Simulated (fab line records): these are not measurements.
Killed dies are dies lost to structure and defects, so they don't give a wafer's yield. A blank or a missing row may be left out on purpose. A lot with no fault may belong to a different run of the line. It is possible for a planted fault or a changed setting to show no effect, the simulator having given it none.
Which of the tools did it? ; flow sky130 ; 7 lots, 21 wafers sampled, at 1 step of a route of 708

## WHAT THE GAUGES READ, wafer by wafer
SKY_PWDE_OVL_MEAS_07.
lot;measured;on;PWDE_OVL (nm)
L984;day 4 13:38;overlay-02;-0.7 -1.6 -1.5
L986;day 4 21:18;overlay-01;1.4 1.1 0.7
L992;day 6 12:32;overlay-02;-0.6 -0.3 0.6
L996;day 7 12:37;overlay-02;-1.3 0.4 -2.8
L997;day 8 07:51;overlay-01;-1.7 0.7 -2.3
L101;day 8 14:01;overlay-01;-0.9 -1.2 0.9
L103;day 8 22:06;overlay-01;-0.8 0.3 -1.5

## TOOL THAT RAN EACH LOT (tool first, then ch and the chambers of the sampled wafers, then the start)
The record holds no process step before these readings.

## THE ANSWER, worked out from the rows above alone
Rule: what is usual is taken from the lots themselves. Put in order of their means at a reading, lots are off if they are a third of the lots or fewer, leave a main group of 4 or more, and stand apart from it by a gap of 3 or more times the standard deviation of the main group's means; of several such gaps the widest counts. A main group is skipped when, at the precision printed for the reading in the tables above, its means are all equal. Also off: a lot with no number at a reading for which 4 or more lots have one. Where the step has rows for the other lots, those lots are counted as sound.
No lot is off on any of the readings shown, so nothing can be concluded from this.

## WHAT HAD BEEN PUT IN BY THE SIMULATOR
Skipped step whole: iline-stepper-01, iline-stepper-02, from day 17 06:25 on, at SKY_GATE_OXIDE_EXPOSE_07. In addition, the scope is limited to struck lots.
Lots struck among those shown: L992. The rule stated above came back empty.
